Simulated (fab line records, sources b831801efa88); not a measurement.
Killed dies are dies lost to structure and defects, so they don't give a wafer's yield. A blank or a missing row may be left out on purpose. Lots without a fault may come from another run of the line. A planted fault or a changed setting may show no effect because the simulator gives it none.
Chamber matching | flow gf180mcu | GF_M5_ETCH_09 on rie_diel-02: 4 sister chambers
The step etches Si3N4 in CF4/O2, target depth 52 nm, time 11.6 s. 4 wafers are shown with their chamber, then 9 later ones without.

WAFERS WITH THEIR CHAMBER
wafer  | chamber | drypump_motor_current_A (A)
L090.4 | 3       | 5.5
L092.2 | 0       | 6.1
L092.4 | 1       | 5.3
L092.6 | 2       | 5.9

WAFERS WITHOUT THEIR CHAMBER
wafer  | drypump_motor_current_A (A)
L094.2 | 5.3
L094.4 | 6.2
L094.5 | 5.5
L096.1 | 5.3
L096.2 | 5.5
L096.4 | 6.2
L097.1 | 5.5
L097.2 | 5.9
L097.6 | 5.9

WHICH CHAMBER EACH WENT THROUGH
wafer  | from the rows above | in truth
L094.2 | 1                   | 1
L094.4 | 0                   | 0
L094.5 | 3                   | 3
L096.1 | 1                   | 1
L096.2 | 3                   | 3
L096.4 | 0                   | 0
L097.1 | 3                   | 3
L097.2 | 2                   | 2
L097.6 | 2                   | 2
Placed correctly: 9 of 9. Can't be placed from these rows: 0. Placed wrongly: 0.
How it was worked out, from the rows above alone: a wafer's distance from a chamber is the root of the sum, over the readings, of the square of ((its reading less the chamber's mean) divided by the reading's scatter). The wafer belongs to the nearest chamber; if the next one is less than 2 further off, it can't be placed. A chamber's mean is the mean of its shown wafers. The scatter: with one shown wafer a chamber, the root of the mean of the squares of how far each hidden wafer lies from its nearest shown one.
